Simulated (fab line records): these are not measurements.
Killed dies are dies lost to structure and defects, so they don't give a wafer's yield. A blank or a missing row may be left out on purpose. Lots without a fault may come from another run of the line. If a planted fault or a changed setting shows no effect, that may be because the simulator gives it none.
fab line records || flow sky130
[record] {"lots": 4, "wafers": 12, "lastDay": 50}
route steps=708 shown VIA2@527 METAL3@532 CAPM@537 PAD_OPEN@708
lots that met no fault: taken from a fault-free run of the same line
startH: hours from the record's first day to the start of the lot's first wafer shown || waitH: hours since the lot's step before || " repeats the value in the row above || L1.1+2: several wafers, shown together as one row || - no value present, or no start provided || * or withheld: withheld || < > ~ a bound
route shown NAME@n: a module of which the file shows steps, and the number in the route of the first || usual: mean/standard deviation taken from wafers without a fault || same: alike in all rows || chamber/n: place in a boat || sites: per-site readings || _std_site: the values' standard deviation || _edge_site: outer sites' mean less inner sites' || radiusMm: how far each site lies from the wafer's centre || mask NAME#n: copy n || behind: the last tool/chamber to shape the wafer || hold: why the lot went on hold/how many hours it stayed there/how the hold came to an end || device: the n, p or np transistor that did not switch || end of line: at the end of the route, the tests of the same wafers || a step with no rows: only its recipe || killed: count of dies lost to structure and defects at first sort (not the wafer's yield) || map: dies across one wafer; x = killed, . = not, _ = none there
set.NAME: the setting the step ran with; set.NAME@STEP: the setting that earlier step ran with || model.NAME: the simulator's own value behind a step, which no gauge read
lots at some steps of the route; a table a step, a row a wafer
services: when a tool's chamber went out of use (startH, in hours from the record's first day, below 0 if earlier), for how many hours, and the reason
[[steps]]
[step SKY_VIA2_SPUTTER_20]
[recipe] {"material": "TiN", "targetThkNm": 20, "chamberPressurePa": 5, "powerW": 4000, "timeS": 80}
[step SKY_VIA2_CVD_21]
[recipe] {"material": "W", "targetThkNm": 420, "timeS": 126.4, "tempC": 400, "pressureTorr": 40}
[step SKY_VIA2_CMP_24]
[recipe] {"stopOn": "SiO2", "tOverpolishS": 20, "downForcePsi": 3.5, "platenRpm": 60, "targetThkNm": 0, "padVelocityMS": 0.94248}
[step SKY_METAL3_SPUTTER_00]
[recipe] {"material": "Ti", "targetThkNm": 15, "powerW": 3000, "timeS": 10, "chamberPressurePa": 0.4}
[step SKY_METAL3_SPUTTER_01]
[recipe] {"material": "TiN", "targetThkNm": 20, "powerW": 6500, "timeS": 16.7, "chamberPressurePa": 0.4}
[step SKY_METAL3_SPUTTER_02]
[recipe] {"material": "AlCu", "targetThkNm": 735, "powerW": 10600, "timeS": 39.1, "chamberPressurePa": 0.4}
[step SKY_METAL3_SPUTTER_03]
[recipe] {"material": "Ti", "targetThkNm": 5, "powerW": 3000, "timeS": 3.3, "chamberPressurePa": 0.4}
[step SKY_METAL3_SPUTTER_04]
[recipe] {"material": "TiN", "targetThkNm": 70, "powerW": 6500, "timeS": 58.3, "chamberPressurePa": 0.4}
[step SKY_CAPM_CVD_00]
[recipe] {"material": "SiO2", "targetThkNm": 15.5, "tempC": 400, "timeS": "withheld", "rfW": 450}
[step SKY_CAPM_SPUTTER_02]
[recipe] {"material": "TiN", "targetThkNm": 200, "tempC": 300, "powerW": 6500, "timeS": 166.7, "chamberPressurePa": 0.4}
[usual] {"cathodeDcPowerW": "6499.9/1.2", "chamberPressurePa": "0.3999/0.0009", "throttleValvePct": "29.8/1.1"}
{"lot.wafer": "L570.3", "tool": "pvdSputter-02", "chamber": "-", "startH": 911.50, "waitH": 0.0, "cathodeDcPowerW": 6501.5, "chamberPressurePa": 0.4010, "throttleValvePct": 31.0, "model.TiN_of_CAPM_SPUTTER_02.thkNm": 201.2}
{"lot.wafer": "L570.4", "tool": "pvdSputter-02", "chamber": "-", "startH": 911.50, "waitH": 0.0, "cathodeDcPowerW": 6499.1, "chamberPressurePa": 0.3991, "throttleValvePct": 30.1, "model.TiN_of_CAPM_SPUTTER_02.thkNm": 199.7}
{"lot.wafer": "L570.5", "tool": "pvdSputter-02", "chamber": "-", "startH": 911.50, "waitH": 0.0, "cathodeDcPowerW": 6498.8, "chamberPressurePa": 0.4015, "throttleValvePct": 31.0, "model.TiN_of_CAPM_SPUTTER_02.thkNm": 201.7}
{"lot.wafer": "L571.2", "tool": "pvdSputter-02", "chamber": "-", "startH": 916.55, "waitH": 0.0, "cathodeDcPowerW": 6667.7, "chamberPressurePa": 0.4000, "throttleValvePct": 30.1, "model.TiN_of_CAPM_SPUTTER_02.thkNm": 205.1}
{"lot.wafer": "L571.3", "tool": "pvdSputter-02", "chamber": "-", "startH": 916.55, "waitH": 0.0, "cathodeDcPowerW": 6672.2, "chamberPressurePa": 0.3991, "throttleValvePct": 30.0, "model.TiN_of_CAPM_SPUTTER_02.thkNm": 203.3}
{"lot.wafer": "L571.5", "tool": "pvdSputter-02", "chamber": "-", "startH": 916.55, "waitH": 0.0, "cathodeDcPowerW": 6669.4, "chamberPressurePa": 0.3989, "throttleValvePct": 29.7, "model.TiN_of_CAPM_SPUTTER_02.thkNm": 205.2}
{"lot.wafer": "L575.2", "tool": "pvdSputter-02", "chamber": "-", "startH": 942.12, "waitH": 0.0, "cathodeDcPowerW": 6669.4, "chamberPressurePa": 0.4001, "throttleValvePct": 30.0, "model.TiN_of_CAPM_SPUTTER_02.thkNm": 203.4}
{"lot.wafer": "L575.4", "tool": "pvdSputter-02", "chamber": "-", "startH": 942.12, "waitH": 0.0, "cathodeDcPowerW": 6671.6, "chamberPressurePa": 0.4010, "throttleValvePct": 29.6, "model.TiN_of_CAPM_SPUTTER_02.thkNm": 206.4}
{"lot.wafer": "L575.6", "tool": "pvdSputter-02", "chamber": "-", "startH": 942.12, "waitH": 0.0, "cathodeDcPowerW": 6670.9, "chamberPressurePa": 0.3993, "throttleValvePct": 30.1, "model.TiN_of_CAPM_SPUTTER_02.thkNm": 203.5}
{"lot.wafer": "L588.3", "tool": "pvdSputter-03", "chamber": "-", "startH": 1016.85, "waitH": 0.0, "cathodeDcPowerW": 6500.6, "chamberPressurePa": 0.3995, "throttleValvePct": 28.8, "model.TiN_of_CAPM_SPUTTER_02.thkNm": 202.8}
{"lot.wafer": "L588.5", "tool": "pvdSputter-03", "chamber": "-", "startH": 1016.85, "waitH": 0.0, "cathodeDcPowerW": 6500.9, "chamberPressurePa": 0.3995, "throttleValvePct": 28.1, "model.TiN_of_CAPM_SPUTTER_02.thkNm": 198.7}
{"lot.wafer": "L588.6", "tool": "pvdSputter-03", "chamber": "-", "startH": 1016.85, "waitH": 0.0, "cathodeDcPowerW": 6501.5, "chamberPressurePa": 0.3994, "throttleValvePct": 28.7, "model.TiN_of_CAPM_SPUTTER_02.thkNm": 199.8}
[step SKY_CAPM_DEHYDRATE_05]
[recipe] {"tempC": 200, "timeS": 60}
[step SKY_CAPM_HMDS_06]
[recipe] {"primeTimeS": 60, "primeTempC": 120}
[step SKY_CAPM_COAT_07]
[recipe] {"resist": "NOVOLAK", "spinRpm": 3000, "resistThkNm": 1140}
[step SKY_CAPM_SOFTBAKE_08]
[recipe] {"tempC": 90, "timeS": 60, "resist": "NOVOLAK"}
[step SKY_CAPM_EXPOSE_09]
[recipe] {"maskId": "CAPM", "na": 0.6, "sourceShape": "conventional", "sigmaOuter": 0.6, "polarization": "unpolarized", "targetCdNm": 1000, "doseMj": 159}
[step SKY_CAPM_PEB_10]
[recipe] {"tempC": "withheld", "timeS": "*", "resist": "NOVOLAK"}
[step SKY_CAPM_DEVELOP_11]
[recipe] {"resist": "NOVOLAK", "developer": "TMAH", "developTimeS": 60, "devTempC": 23}
[step SKY_CAPM_METAL_ETCH_13]
[recipe] {"targetDepthNm": 220, "stopOn": "SiO2", "chemistry": "Cl2/BCl3", "target": "TiN", "pressureMtorr": 10, "icpW": 900, "biasW": 48.5, "Cl2_flow_sccm": 60, "bcl3FlowSccm": 30, "timeS": 62.9}
[usual] {"chamberPressureMTorr": "10.000/0.0086", "drypumpMotorCurrentA": "5.5/0.69", "oesProductAu": "0.943/0.0071", "throttleValvePct": "21.901/0.0086"}
{"lot.wafer": "L570.3", "tool": "rieMetal-01", "chamber": 1, "startH": 936.73, "waitH": 0.1, "chamberPressureMTorr": 10.004, "drypumpMotorCurrentA": 4.8, "oesProductAu": 0.952, "throttleValvePct": 21.910, "model.etch.depthNm": 201.2, "model.CAPM.featureDepthNm": 201.2}
{"lot.wafer": "L570.4", "tool": "rieMetal-01", "chamber": 1, "startH": 936.73, "waitH": 0.1, "chamberPressureMTorr": 10.001, "drypumpMotorCurrentA": 4.8, "oesProductAu": 0.936, "throttleValvePct": 21.894, "model.etch.depthNm": 199.7, "model.CAPM.featureDepthNm": 199.7}
{"lot.wafer": "L570.5", "tool": "rieMetal-01", "chamber": 1, "startH": 936.73, "waitH": 0.1, "chamberPressureMTorr": 10.023, "drypumpMotorCurrentA": 4.8, "oesProductAu": 0.947, "throttleValvePct": 21.899, "model.etch.depthNm": 201.7, "model.CAPM.featureDepthNm": 201.7}
{"lot.wafer": "L571.2", "tool": "rieMetal-01", "chamber": 1, "startH": 942.15, "waitH": 0.0, "chamberPressureMTorr": 10.000, "drypumpMotorCurrentA": 4.8, "oesProductAu": 0.953, "throttleValvePct": 21.895, "model.etch.depthNm": 205.1, "model.CAPM.featureDepthNm": 205.1}
{"lot.wafer": "L571.3", "tool": "rieMetal-01", "chamber": 1, "startH": 942.15, "waitH": 0.0, "chamberPressureMTorr": 9.998, "drypumpMotorCurrentA": 4.8, "oesProductAu": 0.956, "throttleValvePct": 21.898, "model.etch.depthNm": 203.3, "model.CAPM.featureDepthNm": 203.3}
{"lot.wafer": "L571.5", "tool": "rieMetal-01", "chamber": 1, "startH": 942.15, "waitH": 0.0, "chamberPressureMTorr": 10.007, "drypumpMotorCurrentA": 4.9, "oesProductAu": 0.958, "throttleValvePct": 21.875, "model.etch.depthNm": 205.2, "model.CAPM.featureDepthNm": 205.2}
{"lot.wafer": "L575.2", "tool": "rieMetal-01", "chamber": 1, "startH": 967.30, "waitH": 0.0, "chamberPressureMTorr": 9.998, "drypumpMotorCurrentA": 4.8, "oesProductAu": 0.950, "throttleValvePct": 21.900, "model.etch.depthNm": 203.4, "model.CAPM.featureDepthNm": 203.4}
{"lot.wafer": "L575.4", "tool": "rieMetal-01", "chamber": 1, "startH": 967.30, "waitH": 0.0, "chamberPressureMTorr": 10.007, "drypumpMotorCurrentA": 4.8, "oesProductAu": 0.962, "throttleValvePct": 21.881, "model.etch.depthNm": 206.4, "model.CAPM.featureDepthNm": 206.4}
{"lot.wafer": "L575.6", "tool": "rieMetal-01", "chamber": 1, "startH": 967.30, "waitH": 0.0, "chamberPressureMTorr": 10.008, "drypumpMotorCurrentA": 4.8, "oesProductAu": 0.948, "throttleValvePct": 21.897, "model.etch.depthNm": 203.5, "model.CAPM.featureDepthNm": 203.5}
{"lot.wafer": "L588.3", "tool": "rieMetal-01", "chamber": 1, "startH": 1040.78, "waitH": 0.1, "chamberPressureMTorr": 10.008, "drypumpMotorCurrentA": 4.8, "oesProductAu": 0.949, "throttleValvePct": 21.902, "model.etch.depthNm": 202.8, "model.CAPM.featureDepthNm": 202.8}
{"lot.wafer": "L588.5", "tool": "rieMetal-01", "chamber": 1, "startH": 1040.78, "waitH": 0.1, "chamberPressureMTorr": 9.996, "drypumpMotorCurrentA": 4.8, "oesProductAu": 0.938, "throttleValvePct": 21.904, "model.etch.depthNm": 198.7, "model.CAPM.featureDepthNm": 198.7}
{"lot.wafer": "L588.6", "tool": "rieMetal-01", "chamber": 1, "startH": 1040.78, "waitH": 0.1, "chamberPressureMTorr": 10.013, "drypumpMotorCurrentA": 4.8, "oesProductAu": 0.944, "throttleValvePct": 21.902, "model.etch.depthNm": 199.8, "model.CAPM.featureDepthNm": 199.8}
[step SKY_CAPM_STRIP_14]
[recipe] {"chemistry": "O2/N2", "powerW": 1400, "pressureMtorr": 1500, "platenTempC": "withheld", "o2FlowSccm": 3000, "n2FlowSccm": 300, "overashFraction": 0.5}
[step SKY_CAPM_STRIP_15]
[recipe] {"chemistry": "postEtchResidueRemover", "timeS": 1200, "tempC": 72.5}
[step SKY_CAPM_CLEAN_16]
[recipe] {"chemistry": "IPA", "timeS": 180, "tempC": 25}
[step SKY_CAPM_CLEAN_17]
[recipe] {"chemistry": "O3/DIW", "dry": "n2Spin"}
[step SKY_METAL3_DEHYDRATE_05]
[recipe] {"tempC": 200, "timeS": 60}
[step SKY_METAL3_HMDS_06]
[recipe] {"primeTimeS": 60, "primeTempC": 120}
[step SKY_METAL3_COAT_07]
[recipe] {"resist": "BARC", "tempC": "withheld", "timeS": "withheld", "spinRpm": 3000, "resistThkNm": 60}
[step SKY_METAL3_COAT_08]
[recipe] {"resist": "KrF-thick", "spinRpm": 3000, "resistThkNm": 1140}
[step SKY_METAL3_SOFTBAKE_09]
[recipe] {"tempC": 100, "timeS": 90, "resist": "KrF-thick"}
[step SKY_METAL3_EXPOSE_10]
[recipe] {"maskId": "MM3", "na": 0.68, "sourceShape": "annular", "sigmaInner": 0.4, "sigmaOuter": 0.8, "targetCdNm": 300, "doseMj": 28}
[step SKY_METAL3_PEB_11]
[recipe] {"pebTempC": "withheld", "pebTimeS": "withheld", "resist": "KrF-thick"}
[step SKY_METAL3_DEVELOP_12]
[recipe] {"developTimeS": 60, "resist": "KrF-thick", "devTempC": 21}
[step SKY_METAL3_DESCUM_15]
[recipe] {"chemistry": "O2", "sourcePowerW": 150, "biasPowerW": 0, "pressureMtorr": 10, "tempC": 40, "timeS": 8}
[step SKY_METAL3_ETCH_16]
[recipe] {"chemistry": "N2/H2", "target": "BARC", "ionEnergyEv": 200, "biasW": 100, "pressureMtorr": 30, "n2FlowSccm": 100, "h2FlowSccm": 200, "icpW": 500, "stopOn": "SiO2", "timeS": 88.2, "targetDepthA": 600}
[step SKY_METAL3_ETCH_17]
[recipe] {"target": "SiO2", "stopOn": "TiN", "chemistry": "C4F8/O2/Ar", "sourceW": 1500, "biasW": 1200, "pressureMtorr": 40, "c4f8FlowSccm": "withheld", "O2_flow_sccm": 6, "Ar_flow_sccm": 300, "timeS": 3.9, "targetDepthA": 150}
[step SKY_METAL3_METAL_ETCH_18]
[recipe] {"targetDepthA": 8450, "stopOn": "SiO2", "overEtchFrac": 0.3, "timeS": 183.1, "chemistry": "Cl2/BCl3", "resistSidewallDeg": 88, "pressureMtorr": 10, "icpW": 900, "biasW": 48.5, "Cl2_flow_sccm": 60, "bcl3FlowSccm": 30}
[step SKY_METAL3_STRIP_20]
[recipe] {"chemistry": "postEtchResidueRemover", "timeS": 1200, "tempC": 72.5}
{"lot.wafer": "L570.3", "tool": "wetBench-01", "chamber": 2, "startH": 963.34, "waitH": 0.0, "model.TiN_of_CAPM_SPUTTER_02.thkNm": 200.4}
{"lot.wafer": "L570.4", "tool": "wetBench-01", "chamber": 2, "startH": 963.34, "waitH": 0.0, "model.TiN_of_CAPM_SPUTTER_02.thkNm": 198.9}
{"lot.wafer": "L570.5", "tool": "wetBench-01", "chamber": 2, "startH": 963.34, "waitH": 0.0, "model.TiN_of_CAPM_SPUTTER_02.thkNm": 200.9}
{"lot.wafer": "L571.2", "tool": "wetBench-01", "chamber": 2, "startH": 968.78, "waitH": 0.1, "model.TiN_of_CAPM_SPUTTER_02.thkNm": 204.2}
{"lot.wafer": "L571.3", "tool": "wetBench-01", "chamber": 2, "startH": 968.78, "waitH": 0.1, "model.TiN_of_CAPM_SPUTTER_02.thkNm": 202.5}
{"lot.wafer": "L571.5", "tool": "wetBench-01", "chamber": 2, "startH": 968.78, "waitH": 0.1, "model.TiN_of_CAPM_SPUTTER_02.thkNm": 204.3}
{"lot.wafer": "L575.2", "tool": "wetBench-01", "chamber": 1, "startH": 993.35, "waitH": 0.1, "model.TiN_of_CAPM_SPUTTER_02.thkNm": 202.5}
{"lot.wafer": "L575.4", "tool": "wetBench-01", "chamber": 1, "startH": 993.35, "waitH": 0.1, "model.TiN_of_CAPM_SPUTTER_02.thkNm": 205.6}
{"lot.wafer": "L575.6", "tool": "wetBench-01", "chamber": 1, "startH": 993.35, "waitH": 0.1, "model.TiN_of_CAPM_SPUTTER_02.thkNm": 202.7}
{"lot.wafer": "L588.3", "tool": "wetBench-01", "chamber": 3, "startH": 1064.88, "waitH": 0.0, "model.TiN_of_CAPM_SPUTTER_02.thkNm": 201.9}
{"lot.wafer": "L588.5", "tool": "wetBench-01", "chamber": 3, "startH": 1064.88, "waitH": 0.0, "model.TiN_of_CAPM_SPUTTER_02.thkNm": 197.8}
{"lot.wafer": "L588.6", "tool": "wetBench-01", "chamber": 3, "startH": 1064.88, "waitH": 0.0, "model.TiN_of_CAPM_SPUTTER_02.thkNm": 199}
[step SKY_PAD_OPEN_PROBE_99]
[usual] {"defectLimitedYield": "82.6/2", "killed_at_M0_to_M3": "42/6.7", "killed_at_M4_up": "3.0/1.9", "killedAtContacts": "24/5.3", "killedAtFrontEnd": "16/4.3", "killedAtOther": "0.4/0.71", "killedDies": "85/9.6", "killedOpen": "46/6.5", "killedShort": "39/6.7", "sort_bin_3_pad_short": "0.9/0.46", "sort_bin_5_function": "10.3/1.3", "sort_bin_6_memory": "6.2/1.1", "sortNPass": "407/9.6", "sortYieldPct": "82.6/2"}
[same] {"grossDies": 492, "killedAtBackSide": 0, "sort_bin_4_leakage[%]": 0, "sort_bin_8_speed[%]": 0}
{"lot.wafer": "L570.3", "tool": "prober-02", "chamber": "-", "startH": 1130.49, "waitH": 0.2, "defectLimitedYield[%]": 83.7, "killed_at_M0_to_M3": 37, "killed_at_M4_up": 1, "killedAtContacts": 23, "killedAtFrontEnd": 18, "killedAtOther": 1, "killedDies": 80, "killedOpen": 42, "killedShort": 38, "sort_bin_3_pad_short[%]": 0.4, "sort_bin_5_function[%]": 9.6, "sort_bin_6_memory[%]": 6.3, "sortNPass": 412, "sortYieldPct[%]": 83.7, "model.etest.capMim.plateOhmSq": 5.978}
{"lot.wafer": "L570.4", "tool": "prober-02", "chamber": "-", "startH": 1130.54, "waitH": 0.2, "defectLimitedYield[%]": 84.1, "killed_at_M0_to_M3": 35, "killed_at_M4_up": 3, "killedAtContacts": 31, "killedAtFrontEnd": 9, "killedAtOther": 0, "killedDies": 78, "killedOpen": 46, "killedShort": 32, "sort_bin_3_pad_short[%]": 1.0, "sort_bin_5_function[%]": 8.7, "sort_bin_6_memory[%]": 6.1, "sortNPass": 414, "sortYieldPct[%]": 84.1, "model.etest.capMim.plateOhmSq": 6.003}
{"lot.wafer": "L570.5", "tool": "prober-02", "chamber": "-", "startH": 1130.59, "waitH": 0.2, "defectLimitedYield[%]": 83.1, "killed_at_M0_to_M3": 39, "killed_at_M4_up": 3, "killedAtContacts": 23, "killedAtFrontEnd": 18, "killedAtOther": 0, "killedDies": 83, "killedOpen": 43, "killedShort": 40, "sort_bin_3_pad_short[%]": 1.8, "sort_bin_5_function[%]": 8.9, "sort_bin_6_memory[%]": 6.1, "sortNPass": 409, "sortYieldPct[%]": 83.1, "model.etest.capMim.plateOhmSq": 5.966}
{"lot.wafer": "L571.2", "tool": "prober-01", "chamber": "-", "startH": 1135.06, "waitH": 0.1, "defectLimitedYield[%]": 83.7, "killed_at_M0_to_M3": 43, "killed_at_M4_up": 1, "killedAtContacts": 18, "killedAtFrontEnd": 18, "killedAtOther": 0, "killedDies": 80, "killedOpen": 36, "killedShort": 44, "sort_bin_3_pad_short[%]": 0.8, "sort_bin_5_function[%]": 8.5, "sort_bin_6_memory[%]": 6.9, "sortNPass": 412, "sortYieldPct[%]": 83.7, "model.etest.capMim.plateOhmSq": 5.836}
{"lot.wafer": "L571.3", "tool": "prober-01", "chamber": "-", "startH": 1135.11, "waitH": 0.2, "defectLimitedYield[%]": 83.5, "killed_at_M0_to_M3": 36, "killed_at_M4_up": 4, "killedAtContacts": 20, "killedAtFrontEnd": 21, "killedAtOther": 0, "killedDies": 81, "killedOpen": 43, "killedShort": 38, "sort_bin_3_pad_short[%]": 0.6, "sort_bin_5_function[%]": 10.2, "sort_bin_6_memory[%]": 5.7, "sortNPass": 411, "sortYieldPct[%]": 83.5, "model.etest.capMim.plateOhmSq": 5.928}
{"lot.wafer": "L571.5", "tool": "prober-01", "chamber": "-", "startH": 1135.21, "waitH": 0.2, "defectLimitedYield[%]": 83.3, "killed_at_M0_to_M3": 37, "killed_at_M4_up": 3, "killedAtContacts": 21, "killedAtFrontEnd": 21, "killedAtOther": 0, "killedDies": 82, "killedOpen": 42, "killedShort": 39, "sort_bin_3_pad_short[%]": 0.2, "sort_bin_5_function[%]": 10.4, "sort_bin_6_memory[%]": 6.1, "sortNPass": 410, "sortYieldPct[%]": 83.3, "model.etest.capMim.plateOhmSq": 5.861}
{"lot.wafer": "L575.2", "tool": "prober-01", "chamber": "-", "startH": 1156.15, "waitH": 0.1, "defectLimitedYield[%]": 87.6, "killed_at_M0_to_M3": 24, "killed_at_M4_up": 3, "killedAtContacts": 28, "killedAtFrontEnd": 6, "killedAtOther": 0, "killedDies": 61, "killedOpen": 33, "killedShort": 27, "sort_bin_3_pad_short[%]": 0.6, "sort_bin_5_function[%]": 7.5, "sort_bin_6_memory[%]": 4.3, "sortNPass": 431, "sortYieldPct[%]": 87.6, "model.etest.capMim.plateOhmSq": 5.896}
{"lot.wafer": "L575.4", "tool": "prober-01", "chamber": "-", "startH": 1156.25, "waitH": 0.2, "defectLimitedYield[%]": 83.1, "killed_at_M0_to_M3": 41, "killed_at_M4_up": 4, "killedAtContacts": 26, "killedAtFrontEnd": 11, "killedAtOther": 1, "killedDies": 83, "killedOpen": 40, "killedShort": 40, "sort_bin_3_pad_short[%]": 1.0, "sort_bin_5_function[%]": 9.6, "sort_bin_6_memory[%]": 6.3, "sortNPass": 409, "sortYieldPct[%]": 83.1, "model.etest.capMim.plateOhmSq": 5.817}
{"lot.wafer": "L575.6", "tool": "prober-01", "chamber": "-", "startH": 1156.35, "waitH": 0.2, "defectLimitedYield[%]": 84.3, "killed_at_M0_to_M3": 30, "killed_at_M4_up": 3, "killedAtContacts": 26, "killedAtFrontEnd": 18, "killedAtOther": 0, "killedDies": 77, "killedOpen": 43, "killedShort": 34, "sort_bin_3_pad_short[%]": 0.6, "sort_bin_5_function[%]": 10.2, "sort_bin_6_memory[%]": 4.9, "sortNPass": 415, "sortYieldPct[%]": 84.3, "model.etest.capMim.plateOhmSq": 5.935}
{"lot.wafer": "L588.3", "tool": "prober-02", "chamber": "-", "startH": 1208.82, "waitH": 0.2, "defectLimitedYield[%]": 80.9, "killed_at_M0_to_M3": 44, "killed_at_M4_up": 6, "killedAtContacts": 30, "killedAtFrontEnd": 14, "killedAtOther": 0, "killedDies": 94, "killedOpen": 58, "killedShort": 36, "sort_bin_3_pad_short[%]": 0.2, "sort_bin_5_function[%]": 12.6, "sort_bin_6_memory[%]": 6.3, "sortNPass": 398, "sortYieldPct[%]": 80.9, "model.etest.capMim.plateOhmSq": 5.949}
{"lot.wafer": "L588.5", "tool": "prober-02", "chamber": "-", "startH": 1208.92, "waitH": 0.2, "defectLimitedYield[%]": 82.9, "killed_at_M0_to_M3": 42, "killed_at_M4_up": 5, "killedAtContacts": 21, "killedAtFrontEnd": 16, "killedAtOther": 0, "killedDies": 84, "killedOpen": 53, "killedShort": 31, "sort_bin_3_pad_short[%]": 0.6, "sort_bin_5_function[%]": 11.2, "sort_bin_6_memory[%]": 5.3, "sortNPass": 408, "sortYieldPct[%]": 82.9, "model.etest.capMim.plateOhmSq": 6.025}
{"lot.wafer": "L588.6", "tool": "prober-02", "chamber": "-", "startH": 1208.97, "waitH": 0.2, "defectLimitedYield[%]": 83.7, "killed_at_M0_to_M3": 34, "killed_at_M4_up": 3, "killedAtContacts": 26, "killedAtFrontEnd": 15, "killedAtOther": 2, "killedDies": 80, "killedOpen": 47, "killedShort": 33, "sort_bin_3_pad_short[%]": 1.0, "sort_bin_5_function[%]": 8.3, "sort_bin_6_memory[%]": 6.9, "sortNPass": 412, "sortYieldPct[%]": 83.7, "model.etest.capMim.plateOhmSq": 6.061}
// killed by level:class
L570.3 VIA1:geometricParticle:open=9 CONTACT:geometricParticle:open=8 FIELD_ISO:geometricParticle:short=7 LI_CONTACT:geometricParticle:open=6 METAL2:geometricParticle:short=6 FIELD_ISO:geometricParticle:open=5 METAL3:geometricParticle:short=5 CONTACT:geometricParticle:short=4
L570.4 CONTACT:geometricParticle:open=11 CONTACT:geometricParticle:short=8 VIA1:geometricParticle:open=7 VIA2:geometricParticle:open=7 LI_CONTACT:geometricParticle:open=6 VIA3:geometricParticle:open=6 VIA2:geometricParticle:short=5 VIA1:geometricParticle:short=4
L570.5 VIA1:geometricParticle:open=11 VIA2:geometricParticle:open=8 LOCAL_INTERCONNECT:geometricParticle:short=7 METAL2:geometricParticle:short=7 CONTACT:geometricParticle:open=5 FIELD_ISO:geometricParticle:open=4 FIELD_ISO:geometricParticle:short=4 POLY_GATE:geometricParticle:open=4
L571.2 METAL1:geometricParticle:short=8 LOCAL_INTERCONNECT:geometricParticle:short=7 VIA1:geometricParticle:open=7 VIA2:geometricParticle:short=7 VIA2:geometricParticle:open=6 POLY_GATE:geometricParticle:open=6 POLY_GATE:geometricParticle:short=4 CONTACT:geometricParticle:short=4
L571.3 VIA1:geometricParticle:open=7 VIA2:geometricParticle:open=7 POLY_GATE:geometricParticle:short=6 POLY_GATE:geometricParticle:open=6 METAL1:geometricParticle:short=6 LI_CONTACT:geometricParticle:open=5 CONTACT:geometricParticle:open=5 CONTACT:geometricParticle:short=5
L571.5 CONTACT:geometricParticle:open=8 VIA1:geometricParticle:open=8 METAL1:geometricParticle:short=7 VIA3:geometricParticle:open=7 POLY_GATE:geometricParticle:open=6 POLY_GATE:geometricParticle:short=6 LI_CONTACT:geometricParticle:open=5 VIA2:geometricParticle:short=5
L575.2 LI_CONTACT:geometricParticle:open=12 CONTACT:geometricParticle:open=7 LOCAL_INTERCONNECT:geometricParticle:short=4 METAL2:geometricParticle:short=4 VIA2:geometricParticle:open=4 VIA3:geometricParticle:short=4 VIA1:geometricParticle:open=3 CONTACT:geometricParticle:short=3
L575.4 CONTACT:geometricParticle:open=8 VIA1:geometricParticle:open=7 VIA2:geometricParticle:open=7 LI_CONTACT:geometricParticle:open=6 LOCAL_INTERCONNECT:geometricParticle:short=5 METAL1:geometricParticle:short=5 VIA1:geometricParticle:short=5 VIA3:geometricParticle:open=4
L575.6 LI_CONTACT:geometricParticle:open=9 LI_CONTACT:geometricParticle:short=6 VIA1:geometricParticle:open=6 FIELD_ISO:geometricParticle:short=5 CONTACT:geometricParticle:short=5 VIA2:geometricParticle:open=5 POLY_GATE:geometricParticle:open=4 CONTACT:geometricParticle:open=4
L588.3 LI_CONTACT:geometricParticle:open=12 VIA1:geometricParticle:open=11 VIA2:geometricParticle:open=7 LI_CONTACT:geometricParticle:short=6 CONTACT:geometricParticle:open=6 VIA3:geometricParticle:open=6 VIA1:geometricParticle:short=5 FIELD_ISO:geometricParticle:open=5
L588.5 VIA1:geometricParticle:open=10 LI_CONTACT:geometricParticle:open=7 VIA3:geometricParticle:open=7 CONTACT:geometricParticle:open=7 VIA2:geometricParticle:open=7 VIA1:geometricParticle:short=6 FIELD_ISO:geometricParticle:open=5 FIELD_ISO:geometricParticle:short=4
L588.6 LI_CONTACT:geometricParticle:open=9 CONTACT:geometricParticle:open=7 VIA1:geometricParticle:open=7 VIA2:geometricParticle:open=6 FIELD_ISO:geometricParticle:open=5 METAL2:geometricParticle:short=5 POLY_GATE:geometricParticle:open=4 LI_CONTACT:geometricParticle:short=4
[[services]]
{"tool": "pvdSputter-02", "chamber": "-", "startH": 887.82, "hours": 1.0, "kind": "repair"}
{"tool": "pvdSputter-03", "chamber": "-", "startH": 889.66, "hours": 6.3, "kind": "repair"}
{"tool": "pvdSputter-02", "chamber": 2, "startH": 915.28, "hours": "-", "kind": "consumableReplace:kit"}
{"tool": "pvdSputter-02", "chamber": 2, "startH": 915.28, "hours": 18.0, "kind": "scheduledDown"}
{"tool": "pvdSputter-02", "chamber": 2, "startH": 915.28, "hours": 18.0, "kind": "ventCycle"}
{"tool": "rieMetal-01", "chamber": 0, "startH": 929.82, "hours": "-", "kind": "clean"}
{"tool": "rieMetal-01", "chamber": 0, "startH": 929.82, "hours": 25.4, "kind": "scheduledDown"}
{"tool": "rieMetal-01", "chamber": 0, "startH": 929.82, "hours": 25.4, "kind": "ventCycle"}
{"tool": "rieMetal-01", "chamber": 0, "startH": 956.21, "hours": 134.6, "kind": "repair"}
{"tool": "pvdSputter-03", "chamber": 0, "startH": 958.13, "hours": "-", "kind": "consumableReplace:kit"}
{"tool": "pvdSputter-03", "chamber": 0, "startH": 958.13, "hours": 18.0, "kind": "scheduledDown"}
{"tool": "pvdSputter-03", "chamber": 0, "startH": 958.13, "hours": 18.0, "kind": "ventCycle"}
{"tool": "wetBench-01", "chamber": "-", "startH": 984.55, "hours": 1.9, "kind": "pm"}
{"tool": "pvdSputter-02", "chamber": 1, "startH": 1033.76, "hours": "-", "kind": "consumableReplace:kit"}
{"tool": "pvdSputter-02", "chamber": 1, "startH": 1033.76, "hours": 18.0, "kind": "scheduledDown"}
{"tool": "pvdSputter-02", "chamber": 1, "startH": 1033.76, "hours": 18.0, "kind": "ventCycle"}
[[key]]
[firstSign] {"step": "SKY_CAPM_SPUTTER_02", "reading": "cathodeDcPowerW", "direction": "up", "sigmas": "99+", "usual": 6499.9, "struck": 6670.2}
effect none on later readings
[modelEffect] {"step": "SKY_CAPM_SPUTTER_02", "value": "TiN_of_CAPM_SPUTTER_02.thkNm", "without": 199.2, "struck": 204.5}
[modelEffect] {"step": "SKY_CAPM_METAL_ETCH_13", "value": "etch.depthNm", "without": 199.2, "struck": 204.5}
[modelEffect] {"step": "SKY_METAL3_STRIP_20", "value": "TiN_of_CAPM_SPUTTER_02.thkNm", "without": 198.4, "struck": 203.6}
[modelEffect] {"step": "SKY_PAD_OPEN_PROBE_99", "value": "etest.capMim.plateOhmSq", "without": 6.034, "struck": 5.879}
metAt SKY_CAPM_SPUTTER_02
struckWafers L571.2,L571.3,L571.5,L575.2,L575.4,L575.6
onsetBetween 911.50 916.55
[fault] {"kind": "processParameterDrift", "tool": "pvdSputter-02", "chamber": "-", "onsetH": 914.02, "steps": "SKY_CAPM_SPUTTER_02", "channel": "powerW", "offset": "*", "shape": "step", "endH": 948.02, "actsIn": "*", "stated": "*"}
